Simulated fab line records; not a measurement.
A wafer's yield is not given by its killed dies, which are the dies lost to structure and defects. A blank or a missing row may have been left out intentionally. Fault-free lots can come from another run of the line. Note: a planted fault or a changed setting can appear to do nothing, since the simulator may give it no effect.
fab line records || flow sky130 || part 2 of 2: steps 26 to 36 of 36
record: {"lots": 5, "wafers": 15, "last-day": 50}
route steps=708 shown LDD_N@251 LDD_P@255 LDD_HVN@267 LDD_HVP@278
lots with no fault: from the same line, run without faults
start-h: hours from the record's first day to the start of the lot's first wafer shown || wait-h: how many hours have passed since the lot's step before this one || " same as the row above || L1.1+2: a row that stands for several wafers || - no value present, or no start provided || * or withheld: withheld || < > ~ a bound
route shown NAME@n: a module of which the file shows steps, and the number in the route of the first || usual: mean/standard deviation taken from wafers without a fault || same: alike in all rows || chamber/n: place in a boat || sites: readings site by site || _std_site: the standard deviation of these || _edge_site: the outer-site mean with the inner-site mean subtracted || radius-mm: how far each site lies from the wafer's centre || mask NAME#n: copy n || behind: the tool/chamber that last shaped the wafer || hold: what put the lot on hold/how long, in hours/how the hold closed || device: the transistor (n, p or np) that didn't switch || end of line: the route-end tests of the same wafers || step lacking rows: just its recipe || killed: at the first sort, the dies lost to defects and structure; wafer yield is something else || map: per-die view of a wafer (x killed, . not killed, _ where there is no die)
set.NAME: the setting that was run; set.NAME@STEP: the one run at that earlier step || model.NAME: the simulator's own value behind a step, which no gauge read
lots at some steps of the route; a table a step, a row a wafer
services: from which hour (start-h, from the record's first day; less than 0 if before it) a tool's chamber was out of use, for how many hours, and why
== steps ==
step: SKY_LDD_HVN_STRIP_09
recipe: {"chemistry": "O2/N2", "power-w": 1400, "pressure-mtorr": 1500, "platen-temp-c": "withheld", "o2-flow-sccm": 3000, "n2-flow-sccm": 300, "overash-fraction": 0.5}
usual: {"drypump-motor-current-A": "6.2/0.48", "oes-product-au": "0.409/0.0043", "strip-time-to-endpoint-s": "4.136/0.018"}
{"lot.wafer": "L076.1", "tool": "plasma-asher-01", "chamber": 0, "start-h": 462.99, "wait-h": 0.1, "drypump-motor-current-A": 6.3, "oes-product-au": 0.404, "rf-hours-counter-h": 38, "strip-time-to-endpoint-s": 4.130}
{"lot.wafer": "L076.2", "tool": "plasma-asher-01", "chamber": 1, "start-h": 462.99, "wait-h": 0.1, "drypump-motor-current-A": 6.4, "oes-product-au": 0.403, "rf-hours-counter-h": 38, "strip-time-to-endpoint-s": 4.119}
{"lot.wafer": "L076.3", "tool": "plasma-asher-01", "chamber": 1, "start-h": 462.99, "wait-h": 0.1, "drypump-motor-current-A": 6.4, "oes-product-au": 0.411, "rf-hours-counter-h": "-", "strip-time-to-endpoint-s": 4.137}
{"lot.wafer": "L083.1", "tool": "plasma-asher-01", "chamber": 0, "start-h": 538.79, "wait-h": 0.1, "drypump-motor-current-A": 6.3, "oes-product-au": 0.408, "rf-hours-counter-h": 46, "strip-time-to-endpoint-s": 4.146}
{"lot.wafer": "L083.3", "tool": "plasma-asher-01", "chamber": 1, "start-h": 538.79, "wait-h": 0.1, "drypump-motor-current-A": 6.4, "oes-product-au": 0.409, "rf-hours-counter-h": "-", "strip-time-to-endpoint-s": 4.108}
{"lot.wafer": "L083.5", "tool": "plasma-asher-01", "chamber": 1, "start-h": 538.79, "wait-h": 0.1, "drypump-motor-current-A": 6.4, "oes-product-au": 0.412, "rf-hours-counter-h": "-", "strip-time-to-endpoint-s": 4.126}
{"lot.wafer": "L085.1", "tool": "plasma-asher-04", "chamber": 1, "start-h": 563.67, "wait-h": 0.1, "drypump-motor-current-A": 6.8, "oes-product-au": 0.411, "rf-hours-counter-h": 82, "strip-time-to-endpoint-s": 4.127}
{"lot.wafer": "L085.5", "tool": "plasma-asher-04", "chamber": 1, "start-h": 563.67, "wait-h": 0.1, "drypump-motor-current-A": 6.8, "oes-product-au": 0.407, "rf-hours-counter-h": "-", "strip-time-to-endpoint-s": 4.122}
{"lot.wafer": "L085.6", "tool": "plasma-asher-04", "chamber": 0, "start-h": 563.67, "wait-h": 0.1, "drypump-motor-current-A": 5.2, "oes-product-au": 0.404, "rf-hours-counter-h": "-", "strip-time-to-endpoint-s": 4.096}
{"lot.wafer": "L087.4", "tool": "plasma-asher-02", "chamber": 0, "start-h": 621.52, "wait-h": 0.1, "drypump-motor-current-A": 5.8, "oes-product-au": 0.415, "rf-hours-counter-h": "-", "strip-time-to-endpoint-s": 4.156}
{"lot.wafer": "L087.5", "tool": "plasma-asher-02", "chamber": 0, "start-h": 621.52, "wait-h": 0.1, "drypump-motor-current-A": 5.8, "oes-product-au": 0.410, "rf-hours-counter-h": "-", "strip-time-to-endpoint-s": 4.142}
{"lot.wafer": "L087.6", "tool": "plasma-asher-02", "chamber": 1, "start-h": 621.52, "wait-h": 0.1, "drypump-motor-current-A": 6.2, "oes-product-au": 0.409, "rf-hours-counter-h": "-", "strip-time-to-endpoint-s": 4.146}
{"lot.wafer": "L094.1", "tool": "plasma-asher-02", "chamber": 1, "start-h": 641.99, "wait-h": 0.1, "drypump-motor-current-A": 6.2, "oes-product-au": 0.406, "rf-hours-counter-h": 79, "strip-time-to-endpoint-s": 4.161}
{"lot.wafer": "L094.3", "tool": "plasma-asher-02", "chamber": 0, "start-h": 641.99, "wait-h": 0.1, "drypump-motor-current-A": 5.9, "oes-product-au": 0.407, "rf-hours-counter-h": "-", "strip-time-to-endpoint-s": 4.149}
{"lot.wafer": "L094.5", "tool": "plasma-asher-02", "chamber": 0, "start-h": 641.99, "wait-h": 0.1, "drypump-motor-current-A": 5.8, "oes-product-au": 0.408, "rf-hours-counter-h": "-", "strip-time-to-endpoint-s": 4.159}
step: SKY_LDD_HVN_TW_MEAS_10
usual: {"LDD_HVN_TW": "1462/21"}
{"lot.wafer": "L076.1", "tool": "film-metro-01", "chamber": "-", "start-h": 463.09, "wait-h": 0.1, "LDD_HVN_TW": 1470}
{"lot.wafer": "L076.2", "tool": "film-metro-01", "chamber": "-", "start-h": 463.09, "wait-h": 0.1, "LDD_HVN_TW": 1464}
{"lot.wafer": "L076.3", "tool": "film-metro-01", "chamber": "-", "start-h": 463.09, "wait-h": 0.1, "LDD_HVN_TW": 1460}
{"lot.wafer": "L083.1", "tool": "film-metro-03", "chamber": "-", "start-h": 538.89, "wait-h": 0.1, "LDD_HVN_TW": 1431}
{"lot.wafer": "L083.3", "tool": "film-metro-03", "chamber": "-", "start-h": 538.89, "wait-h": 0.1, "LDD_HVN_TW": 1420}
{"lot.wafer": "L083.5", "tool": "film-metro-03", "chamber": "-", "start-h": 538.89, "wait-h": 0.1, "LDD_HVN_TW": 1427}
{"lot.wafer": "L085.1", "tool": "film-metro-03", "chamber": "-", "start-h": 563.77, "wait-h": 0.1, "LDD_HVN_TW": 1427}
{"lot.wafer": "L085.5", "tool": "film-metro-03", "chamber": "-", "start-h": 563.77, "wait-h": 0.1, "LDD_HVN_TW": 1422}
{"lot.wafer": "L085.6", "tool": "film-metro-03", "chamber": "-", "start-h": 563.77, "wait-h": 0.1, "LDD_HVN_TW": 1434}
{"lot.wafer": "L087.4", "tool": "film-metro-04", "chamber": "-", "start-h": 621.62, "wait-h": 0.1, "LDD_HVN_TW": 1480}
{"lot.wafer": "L087.5", "tool": "film-metro-04", "chamber": "-", "start-h": 621.62, "wait-h": 0.1, "LDD_HVN_TW": 1471}
{"lot.wafer": "L087.6", "tool": "film-metro-04", "chamber": "-", "start-h": 621.62, "wait-h": 0.1, "LDD_HVN_TW": 1482}
{"lot.wafer": "L094.1", "tool": "film-metro-01", "chamber": "-", "start-h": 642.09, "wait-h": 0.1, "LDD_HVN_TW": 1468}
{"lot.wafer": "L094.3", "tool": "film-metro-01", "chamber": "-", "start-h": 642.09, "wait-h": 0.1, "LDD_HVN_TW": 1470}
{"lot.wafer": "L094.5", "tool": "film-metro-01", "chamber": "-", "start-h": 642.09, "wait-h": 0.1, "LDD_HVN_TW": 1460}
step: SKY_LDD_HVP_DEHYDRATE_00
recipe: {"temp-c": 200, "time-s": 60}
usual: {"exhaust-pa": "44.9/1"}
{"lot.wafer": "L076.1", "tool": "litho-track-01", "chamber": 0, "start-h": 477.35, "wait-h": 14.3, "exhaust-pa": 44.9}
{"lot.wafer": "L076.2", "tool": "litho-track-01", "chamber": 0, "start-h": 477.35, "wait-h": 14.3, "exhaust-pa": 46.4}
{"lot.wafer": "L076.3", "tool": "litho-track-01", "chamber": 0, "start-h": 477.35, "wait-h": 14.3, "exhaust-pa": 47.0}
{"lot.wafer": "L083.1", "tool": "litho-track-01", "chamber": 0, "start-h": 552.90, "wait-h": 14.0, "exhaust-pa": 46.0}
{"lot.wafer": "L083.3", "tool": "litho-track-01", "chamber": 0, "start-h": 552.90, "wait-h": 14.0, "exhaust-pa": 46.4}
{"lot.wafer": "L083.5", "tool": "litho-track-01", "chamber": 0, "start-h": 552.90, "wait-h": 14.0, "exhaust-pa": 45.7}
{"lot.wafer": "L085.1", "tool": "litho-track-03", "chamber": 0, "start-h": 577.73, "wait-h": 13.9, "exhaust-pa": 46.7}
{"lot.wafer": "L085.5", "tool": "litho-track-03", "chamber": 0, "start-h": 577.73, "wait-h": 13.9, "exhaust-pa": 45.6}
{"lot.wafer": "L085.6", "tool": "litho-track-03", "chamber": 0, "start-h": 577.73, "wait-h": 13.9, "exhaust-pa": 45.6}
{"lot.wafer": "L087.4", "tool": "litho-track-03", "chamber": 0, "start-h": 635.66, "wait-h": 14.0, "exhaust-pa": 45.0}
{"lot.wafer": "L087.5", "tool": "litho-track-03", "chamber": 0, "start-h": 635.66, "wait-h": 14.0, "exhaust-pa": 43.4}
{"lot.wafer": "L087.6", "tool": "litho-track-03", "chamber": 0, "start-h": 635.66, "wait-h": 14.0, "exhaust-pa": 46.7}
{"lot.wafer": "L094.1", "tool": "litho-track-01", "chamber": 0, "start-h": 655.35, "wait-h": 13.3, "exhaust-pa": 44.2}
{"lot.wafer": "L094.3", "tool": "litho-track-01", "chamber": 0, "start-h": 655.35, "wait-h": 13.3, "exhaust-pa": 42.2}
{"lot.wafer": "L094.5", "tool": "litho-track-01", "chamber": 0, "start-h": 655.35, "wait-h": 13.3, "exhaust-pa": 45.0}
step: SKY_LDD_HVP_HMDS_01
recipe: {"prime-time-s": 60, "prime-temp-c": 120}
usual: {"exhaust-pa": "44.9/0.97"}
{"lot.wafer": "L076.1", "tool": "litho-track-01", "chamber": 0, "start-h": 477.50, "wait-h": 0.1, "exhaust-pa": 45.5}
{"lot.wafer": "L076.2", "tool": "litho-track-01", "chamber": 0, "start-h": 477.50, "wait-h": 0.1, "exhaust-pa": 46.2}
{"lot.wafer": "L076.3", "tool": "litho-track-01", "chamber": 0, "start-h": 477.50, "wait-h": 0.1, "exhaust-pa": 45.6}
{"lot.wafer": "L083.1", "tool": "litho-track-01", "chamber": 0, "start-h": 553.05, "wait-h": 0.1, "exhaust-pa": 43.6}
{"lot.wafer": "L083.3", "tool": "litho-track-01", "chamber": 0, "start-h": 553.05, "wait-h": 0.1, "exhaust-pa": 44.4}
{"lot.wafer": "L083.5", "tool": "litho-track-01", "chamber": 0, "start-h": 553.05, "wait-h": 0.1, "exhaust-pa": 44.2}
{"lot.wafer": "L085.1", "tool": "litho-track-03", "chamber": 0, "start-h": 577.88, "wait-h": 0.1, "exhaust-pa": 45.6}
{"lot.wafer": "L085.5", "tool": "litho-track-03", "chamber": 0, "start-h": 577.88, "wait-h": 0.1, "exhaust-pa": 45.3}
{"lot.wafer": "L085.6", "tool": "litho-track-03", "chamber": 0, "start-h": 577.88, "wait-h": 0.1, "exhaust-pa": 44.7}
{"lot.wafer": "L087.4", "tool": "litho-track-03", "chamber": 0, "start-h": 635.81, "wait-h": 0.1, "exhaust-pa": 44.7}
{"lot.wafer": "L087.5", "tool": "litho-track-03", "chamber": 0, "start-h": 635.81, "wait-h": 0.1, "exhaust-pa": 43.7}
{"lot.wafer": "L087.6", "tool": "litho-track-03", "chamber": 0, "start-h": 635.81, "wait-h": 0.1, "exhaust-pa": 44.8}
{"lot.wafer": "L094.1", "tool": "litho-track-01", "chamber": 0, "start-h": 655.50, "wait-h": 0.1, "exhaust-pa": 44.6}
{"lot.wafer": "L094.3", "tool": "litho-track-01", "chamber": 0, "start-h": 655.50, "wait-h": 0.1, "exhaust-pa": 45.0}
{"lot.wafer": "L094.5", "tool": "litho-track-01", "chamber": 0, "start-h": 655.50, "wait-h": 0.1, "exhaust-pa": 44.8}
step: SKY_LDD_HVP_COAT_02
recipe: {"resist": "NOVOLAK", "spin-rpm": 3000, "resist-thk-nm": 300}
usual: {"exhaust-pa": "44.9/0.82"}
{"lot.wafer": "L076.1", "tool": "litho-track-01", "chamber": 0, "start-h": 477.65, "wait-h": 0.1, "exhaust-pa": 44.0}
{"lot.wafer": "L076.2", "tool": "litho-track-01", "chamber": 0, "start-h": 477.65, "wait-h": 0.1, "exhaust-pa": 44.4}
{"lot.wafer": "L076.3", "tool": "litho-track-01", "chamber": 0, "start-h": 477.65, "wait-h": 0.1, "exhaust-pa": 43.1}
{"lot.wafer": "L083.1", "tool": "litho-track-01", "chamber": 0, "start-h": 553.20, "wait-h": 0.1, "exhaust-pa": 45.1}
{"lot.wafer": "L083.3", "tool": "litho-track-01", "chamber": 0, "start-h": 553.20, "wait-h": 0.1, "exhaust-pa": 43.9}
{"lot.wafer": "L083.5", "tool": "litho-track-01", "chamber": 0, "start-h": 553.20, "wait-h": 0.1, "exhaust-pa": 44.6}
{"lot.wafer": "L085.1", "tool": "litho-track-03", "chamber": 0, "start-h": 578.03, "wait-h": 0.1, "exhaust-pa": 44.9}
{"lot.wafer": "L085.5", "tool": "litho-track-03", "chamber": 0, "start-h": 578.03, "wait-h": 0.1, "exhaust-pa": 44.1}
{"lot.wafer": "L085.6", "tool": "litho-track-03", "chamber": 0, "start-h": 578.03, "wait-h": 0.1, "exhaust-pa": 43.7}
{"lot.wafer": "L087.4", "tool": "litho-track-03", "chamber": 0, "start-h": 635.96, "wait-h": 0.1, "exhaust-pa": 44.5}
{"lot.wafer": "L087.5", "tool": "litho-track-03", "chamber": 0, "start-h": 635.96, "wait-h": 0.1, "exhaust-pa": 44.2}
{"lot.wafer": "L087.6", "tool": "litho-track-03", "chamber": 0, "start-h": 635.96, "wait-h": 0.1, "exhaust-pa": 43.8}
{"lot.wafer": "L094.1", "tool": "litho-track-01", "chamber": 0, "start-h": 655.65, "wait-h": 0.1, "exhaust-pa": 44.4}
{"lot.wafer": "L094.3", "tool": "litho-track-01", "chamber": 0, "start-h": 655.65, "wait-h": 0.1, "exhaust-pa": 44.1}
{"lot.wafer": "L094.5", "tool": "litho-track-01", "chamber": 0, "start-h": 655.65, "wait-h": 0.1, "exhaust-pa": 45.6}
step: SKY_LDD_HVP_SOFTBAKE_03
recipe: {"temp-c": 90, "time-s": 60, "resist": "NOVOLAK"}
usual: {"exhaust-pa": "45.0/0.9"}
{"lot.wafer": "L076.1", "tool": "litho-track-01", "chamber": 0, "start-h": 477.80, "wait-h": 0.1, "exhaust-pa": 45.1}
{"lot.wafer": "L076.2", "tool": "litho-track-01", "chamber": 0, "start-h": 477.80, "wait-h": 0.1, "exhaust-pa": 44.3}
{"lot.wafer": "L076.3", "tool": "litho-track-01", "chamber": 0, "start-h": 477.80, "wait-h": 0.1, "exhaust-pa": 45.0}
{"lot.wafer": "L083.1", "tool": "litho-track-01", "chamber": 0, "start-h": 553.35, "wait-h": 0.1, "exhaust-pa": 45.3}
{"lot.wafer": "L083.3", "tool": "litho-track-01", "chamber": 0, "start-h": 553.35, "wait-h": 0.1, "exhaust-pa": 46.9}
{"lot.wafer": "L083.5", "tool": "litho-track-01", "chamber": 0, "start-h": 553.35, "wait-h": 0.1, "exhaust-pa": 45.2}
{"lot.wafer": "L085.1", "tool": "litho-track-03", "chamber": 0, "start-h": 578.18, "wait-h": 0.1, "exhaust-pa": 45.3}
{"lot.wafer": "L085.5", "tool": "litho-track-03", "chamber": 0, "start-h": 578.18, "wait-h": 0.1, "exhaust-pa": 43.5}
{"lot.wafer": "L085.6", "tool": "litho-track-03", "chamber": 0, "start-h": 578.18, "wait-h": 0.1, "exhaust-pa": 43.8}
{"lot.wafer": "L087.4", "tool": "litho-track-03", "chamber": 0, "start-h": 636.11, "wait-h": 0.1, "exhaust-pa": 45.0}
{"lot.wafer": "L087.5", "tool": "litho-track-03", "chamber": 0, "start-h": 636.11, "wait-h": 0.1, "exhaust-pa": 44.3}
{"lot.wafer": "L087.6", "tool": "litho-track-03", "chamber": 0, "start-h": 636.11, "wait-h": 0.1, "exhaust-pa": 44.5}
{"lot.wafer": "L094.1", "tool": "litho-track-01", "chamber": 0, "start-h": 655.80, "wait-h": 0.1, "exhaust-pa": 44.6}
{"lot.wafer": "L094.3", "tool": "litho-track-01", "chamber": 0, "start-h": 655.80, "wait-h": 0.1, "exhaust-pa": 45.2}
{"lot.wafer": "L094.5", "tool": "litho-track-01", "chamber": 0, "start-h": 655.80, "wait-h": 0.1, "exhaust-pa": 43.5}
step: SKY_LDD_HVP_EXPOSE_04
recipe: {"mask-id": "HVPTM", "na": 0.6, "source-shape": "conventional", "sigma-outer": 0.6, "polarization": "unpolarized", "target-cd-nm": 700, "dose-mj": 86}
{"lot.wafer": "L076.1+2+3", "tool": "iline-stepper-02", "chamber": 0, "start-h": "-", "wait-h": "-", "mask": "HVPTM#0"}
{"lot.wafer": "L083.1+3+5", "tool": "iline-stepper-01", "chamber": 0, "start-h": "-", "wait-h": "-", "mask": "HVPTM#0"}
{"lot.wafer": "L085.1+5+6", "tool": "iline-stepper-02", "chamber": 0, "start-h": "-", "wait-h": "-", "mask": "HVPTM#0"}
{"lot.wafer": "L087.4+5+6", "tool": "iline-stepper-02", "chamber": 0, "start-h": "-", "wait-h": "-", "mask": "HVPTM#0"}
{"lot.wafer": "L094.1+3+5", "tool": "iline-stepper-02", "chamber": 0, "start-h": "-", "wait-h": "-", "mask": "HVPTM#0"}
step: SKY_LDD_HVP_PEB_05
recipe: {"temp-c": "withheld", "time-s": "*", "resist": "NOVOLAK"}
usual: {"exhaust-pa": "45.0/0.73"}
{"lot.wafer": "L076.1", "tool": "litho-track-03", "chamber": 0, "start-h": "-", "wait-h": "-", "exhaust-pa": 44.0}
{"lot.wafer": "L076.2", "tool": "litho-track-03", "chamber": 0, "start-h": "-", "wait-h": "-", "exhaust-pa": 46.0}
{"lot.wafer": "L076.3", "tool": "litho-track-03", "chamber": 0, "start-h": "-", "wait-h": "-", "exhaust-pa": 45.4}
{"lot.wafer": "L083.1", "tool": "litho-track-03", "chamber": 0, "start-h": "-", "wait-h": "-", "exhaust-pa": 44.2}
{"lot.wafer": "L083.3", "tool": "litho-track-03", "chamber": 0, "start-h": "-", "wait-h": "-", "exhaust-pa": 44.5}
{"lot.wafer": "L083.5", "tool": "litho-track-03", "chamber": 0, "start-h": "-", "wait-h": "-", "exhaust-pa": 44.0}
{"lot.wafer": "L085.1", "tool": "litho-track-02", "chamber": 0, "start-h": "-", "wait-h": "-", "exhaust-pa": 44.8}
{"lot.wafer": "L085.5", "tool": "litho-track-02", "chamber": 0, "start-h": "-", "wait-h": "-", "exhaust-pa": 45.1}
{"lot.wafer": "L085.6", "tool": "litho-track-02", "chamber": 0, "start-h": "-", "wait-h": "-", "exhaust-pa": 45.1}
{"lot.wafer": "L087.4", "tool": "litho-track-03", "chamber": 0, "start-h": "-", "wait-h": "-", "exhaust-pa": 45.5}
{"lot.wafer": "L087.5", "tool": "litho-track-03", "chamber": 0, "start-h": "-", "wait-h": "-", "exhaust-pa": 45.3}
{"lot.wafer": "L087.6", "tool": "litho-track-03", "chamber": 0, "start-h": "-", "wait-h": "-", "exhaust-pa": 45.8}
{"lot.wafer": "L094.1", "tool": "litho-track-02", "chamber": 0, "start-h": "-", "wait-h": "-", "exhaust-pa": 44.5}
{"lot.wafer": "L094.3", "tool": "litho-track-02", "chamber": 0, "start-h": "-", "wait-h": "-", "exhaust-pa": 44.5}
{"lot.wafer": "L094.5", "tool": "litho-track-02", "chamber": 0, "start-h": "-", "wait-h": "-", "exhaust-pa": 44.9}
step: SKY_LDD_HVP_DEVELOP_06
recipe: {"resist": "NOVOLAK", "developer": "TMAH", "develop-time-s": 60, "dev-temp-c": 23}
usual: {"exhaust-pa": "45.0/0.93"}
{"lot.wafer": "L076.1", "tool": "litho-track-03", "chamber": 0, "start-h": 492.43, "wait-h": 0.1, "exhaust-pa": 46.1}
{"lot.wafer": "L076.2", "tool": "litho-track-03", "chamber": 0, "start-h": 492.43, "wait-h": 0.1, "exhaust-pa": 45.6}
{"lot.wafer": "L076.3", "tool": "litho-track-03", "chamber": 0, "start-h": 492.43, "wait-h": 0.1, "exhaust-pa": 46.4}
{"lot.wafer": "L083.1", "tool": "litho-track-03", "chamber": 0, "start-h": 567.63, "wait-h": 0.1, "exhaust-pa": 44.0}
{"lot.wafer": "L083.3", "tool": "litho-track-03", "chamber": 0, "start-h": 567.63, "wait-h": 0.1, "exhaust-pa": 45.4}
{"lot.wafer": "L083.5", "tool": "litho-track-03", "chamber": 0, "start-h": 567.63, "wait-h": 0.1, "exhaust-pa": 44.4}
{"lot.wafer": "L085.1", "tool": "litho-track-02", "chamber": 0, "start-h": 593.05, "wait-h": 0.1, "exhaust-pa": 44.0}
{"lot.wafer": "L085.5", "tool": "litho-track-02", "chamber": 0, "start-h": 593.05, "wait-h": 0.1, "exhaust-pa": 44.6}
{"lot.wafer": "L085.6", "tool": "litho-track-02", "chamber": 0, "start-h": 593.05, "wait-h": 0.1, "exhaust-pa": 45.5}
{"lot.wafer": "L087.4", "tool": "litho-track-03", "chamber": 0, "start-h": 650.41, "wait-h": 0.1, "exhaust-pa": 47.0}
{"lot.wafer": "L087.5", "tool": "litho-track-03", "chamber": 0, "start-h": 650.41, "wait-h": 0.1, "exhaust-pa": 46.1}
{"lot.wafer": "L087.6", "tool": "litho-track-03", "chamber": 0, "start-h": 650.41, "wait-h": 0.1, "exhaust-pa": 45.8}
{"lot.wafer": "L094.1", "tool": "litho-track-02", "chamber": 0, "start-h": 670.25, "wait-h": 0.1, "exhaust-pa": 45.4}
{"lot.wafer": "L094.3", "tool": "litho-track-02", "chamber": 0, "start-h": 670.25, "wait-h": 0.1, "exhaust-pa": 45.6}
{"lot.wafer": "L094.5", "tool": "litho-track-02", "chamber": 0, "start-h": 670.25, "wait-h": 0.1, "exhaust-pa": 46.6}
step: SKY_LDD_HVP_OVL_MEAS_07
usual: {"LDD_HVP_OVL": "1.0/1.3"}
{"lot.wafer": "L076.1", "tool": "overlay-02", "chamber": "-", "start-h": 492.58, "wait-h": 0.1, "LDD_HVP_OVL[nm]": 3.4}
{"lot.wafer": "L076.2", "tool": "overlay-02", "chamber": "-", "start-h": 492.58, "wait-h": 0.1, "LDD_HVP_OVL[nm]": 2.5}
{"lot.wafer": "L076.3", "tool": "overlay-02", "chamber": "-", "start-h": 492.58, "wait-h": 0.1, "LDD_HVP_OVL[nm]": 3.1}
{"lot.wafer": "L083.1", "tool": "overlay-02", "chamber": "-", "start-h": 567.78, "wait-h": 0.1, "LDD_HVP_OVL[nm]": -0.2}
{"lot.wafer": "L083.3", "tool": "overlay-02", "chamber": "-", "start-h": 567.78, "wait-h": 0.1, "LDD_HVP_OVL[nm]": 1.3}
{"lot.wafer": "L083.5", "tool": "overlay-02", "chamber": "-", "start-h": 567.78, "wait-h": 0.1, "LDD_HVP_OVL[nm]": -0.9}
{"lot.wafer": "L085.1", "tool": "overlay-01", "chamber": "-", "start-h": 593.20, "wait-h": 0.1, "LDD_HVP_OVL[nm]": 1.9}
{"lot.wafer": "L085.5", "tool": "overlay-01", "chamber": "-", "start-h": 593.20, "wait-h": 0.1, "LDD_HVP_OVL[nm]": 2.2}
{"lot.wafer": "L085.6", "tool": "overlay-01", "chamber": "-", "start-h": 593.20, "wait-h": 0.1, "LDD_HVP_OVL[nm]": -1.1}
{"lot.wafer": "L087.4", "tool": "overlay-02", "chamber": "-", "start-h": 650.50, "wait-h": 0.1, "LDD_HVP_OVL[nm]": 0.2}
{"lot.wafer": "L087.5", "tool": "overlay-02", "chamber": "-", "start-h": 650.50, "wait-h": 0.1, "LDD_HVP_OVL[nm]": -1.5}
{"lot.wafer": "L087.6", "tool": "overlay-02", "chamber": "-", "start-h": 650.50, "wait-h": 0.1, "LDD_HVP_OVL[nm]": 0.7}
{"lot.wafer": "L094.1", "tool": "overlay-01", "chamber": "-", "start-h": 670.40, "wait-h": 0.1, "LDD_HVP_OVL[nm]": 2.2}
{"lot.wafer": "L094.3", "tool": "overlay-01", "chamber": "-", "start-h": 670.40, "wait-h": 0.1, "LDD_HVP_OVL[nm]": -1.3}
{"lot.wafer": "L094.5", "tool": "overlay-01", "chamber": "-", "start-h": 670.40, "wait-h": 0.1, "LDD_HVP_OVL[nm]": 0.1}
step: SKY_LDD_HVP_IMPLANT_08
recipe: {"species": "B", "energy-kev": 20, "dose-cm2": 1.7e+13, "tilt-deg": 17.9}
usual: {"dose-ions-cm2": "1.6996e+13/1.9e+10"}
{"lot.wafer": "L076.1", "tool": "implanter-03", "chamber": 0, "start-h": 492.62, "wait-h": 0.0, "dose-ions-cm2": 1.6992e+13}
{"lot.wafer": "L076.2", "tool": "implanter-03", "chamber": 0, "start-h": 492.62, "wait-h": 0.0, "dose-ions-cm2": 1.6987e+13}
{"lot.wafer": "L076.3", "tool": "implanter-03", "chamber": 0, "start-h": 492.62, "wait-h": 0.0, "dose-ions-cm2": 1.698e+13}
{"lot.wafer": "L083.1", "tool": "implanter-04", "chamber": 0, "start-h": 567.82, "wait-h": 0.0, "dose-ions-cm2": 1.6997e+13}
{"lot.wafer": "L083.3", "tool": "implanter-04", "chamber": 0, "start-h": 567.82, "wait-h": 0.0, "dose-ions-cm2": 1.6979e+13}
{"lot.wafer": "L083.5", "tool": "implanter-04", "chamber": 0, "start-h": 567.82, "wait-h": 0.0, "dose-ions-cm2": 1.7003e+13}
{"lot.wafer": "L085.1", "tool": "implanter-04", "chamber": 0, "start-h": 593.24, "wait-h": 0.0, "dose-ions-cm2": 1.6999e+13}
{"lot.wafer": "L085.5", "tool": "implanter-04", "chamber": 0, "start-h": 593.24, "wait-h": 0.0, "dose-ions-cm2": 1.7e+13}
{"lot.wafer": "L085.6", "tool": "implanter-04", "chamber": 0, "start-h": 593.24, "wait-h": 0.0, "dose-ions-cm2": 1.6977e+13}
{"lot.wafer": "L087.4", "tool": "implanter-04", "chamber": 0, "start-h": 650.59, "wait-h": 0.1, "dose-ions-cm2": 1.7002e+13}
{"lot.wafer": "L087.5", "tool": "implanter-04", "chamber": 0, "start-h": 650.59, "wait-h": 0.1, "dose-ions-cm2": 1.702e+13}
{"lot.wafer": "L087.6", "tool": "implanter-04", "chamber": 0, "start-h": 650.59, "wait-h": 0.1, "dose-ions-cm2": 1.7015e+13}
{"lot.wafer": "L094.1", "tool": "implanter-03", "chamber": 0, "start-h": 670.44, "wait-h": 0.0, "dose-ions-cm2": 1.6986e+13}
{"lot.wafer": "L094.3", "tool": "implanter-03", "chamber": 0, "start-h": 670.44, "wait-h": 0.0, "dose-ions-cm2": 1.6971e+13}
{"lot.wafer": "L094.5", "tool": "implanter-03", "chamber": 0, "start-h": 670.44, "wait-h": 0.0, "dose-ions-cm2": 1.6988e+13}
== services ==
{"tool": "plasma-asher-03", "chamber": "-", "start-h": 379.85, "hours": 14.3, "kind": "repair"}
{"tool": "plasma-asher-04", "chamber": "-", "start-h": 390.94, "hours": 4.5, "kind": "repair"}
{"tool": "implanter-02", "chamber": "-", "start-h": 415.07, "hours": 2.5, "kind": "repair"}
{"tool": "plasma-asher-03", "chamber": "-", "start-h": 421.25, "hours": 9.0, "kind": "pm"}
{"tool": "implanter-03", "chamber": "-", "start-h": 432.55, "hours": 3.9, "kind": "pm"}
{"tool": "implanter-01", "chamber": "-", "start-h": 441.46, "hours": 0.7, "kind": "repair"}
{"tool": "implanter-01", "chamber": "-", "start-h": 461.47, "hours": 3.6, "kind": "pm"}
{"tool": "iline-stepper-01", "chamber": "-", "start-h": 466.94, "hours": 1.7, "kind": "pm"}
{"tool": "implanter-03", "chamber": "-", "start-h": 482.96, "hours": 1.0, "kind": "repair"}
{"tool": "plasma-asher-03", "chamber": "-", "start-h": 487.14, "hours": 0.8, "kind": "repair"}
{"tool": "implanter-02", "chamber": "-", "start-h": 490.60, "hours": 3.0, "kind": "repair"}
{"tool": "iline-stepper-01", "chamber": "-", "start-h": 494.69, "hours": 2.1, "kind": "pm"}
{"tool": "implanter-03", "chamber": "-", "start-h": 511.51, "hours": 2.8, "kind": "pm"}
{"tool": "implanter-03", "chamber": "-", "start-h": 514.97, "hours": 5.4, "kind": "repair"}
{"tool": "implanter-01", "chamber": "-", "start-h": 520.20, "hours": 3.1, "kind": "repair"}
{"tool": "implanter-02", "chamber": "-", "start-h": 528.85, "hours": 5.5, "kind": "pm"}
{"tool": "implanter-02", "chamber": "-", "start-h": 549.29, "hours": 6.5, "kind": "repair"}
{"tool": "implanter-03", "chamber": "-", "start-h": 553.64, "hours": 2.4, "kind": "repair"}
{"tool": "implanter-03", "chamber": "-", "start-h": 574.33, "hours": 1.5, "kind": "repair"}
{"tool": "iline-stepper-01", "chamber": "-", "start-h": 589.03, "hours": 1.1, "kind": "repair"}
{"tool": "iline-stepper-02", "chamber": "-", "start-h": 590.19, "hours": 1.7, "kind": "pm"}
{"tool": "implanter-03", "chamber": "-", "start-h": 594.88, "hours": 1.8, "kind": "repair"}
{"tool": "implanter-01", "chamber": "-", "start-h": 643.83, "hours": 2.3, "kind": "repair"}
{"tool": "implanter-03", "chamber": "-", "start-h": 660.89, "hours": 2.9, "kind": "repair"}
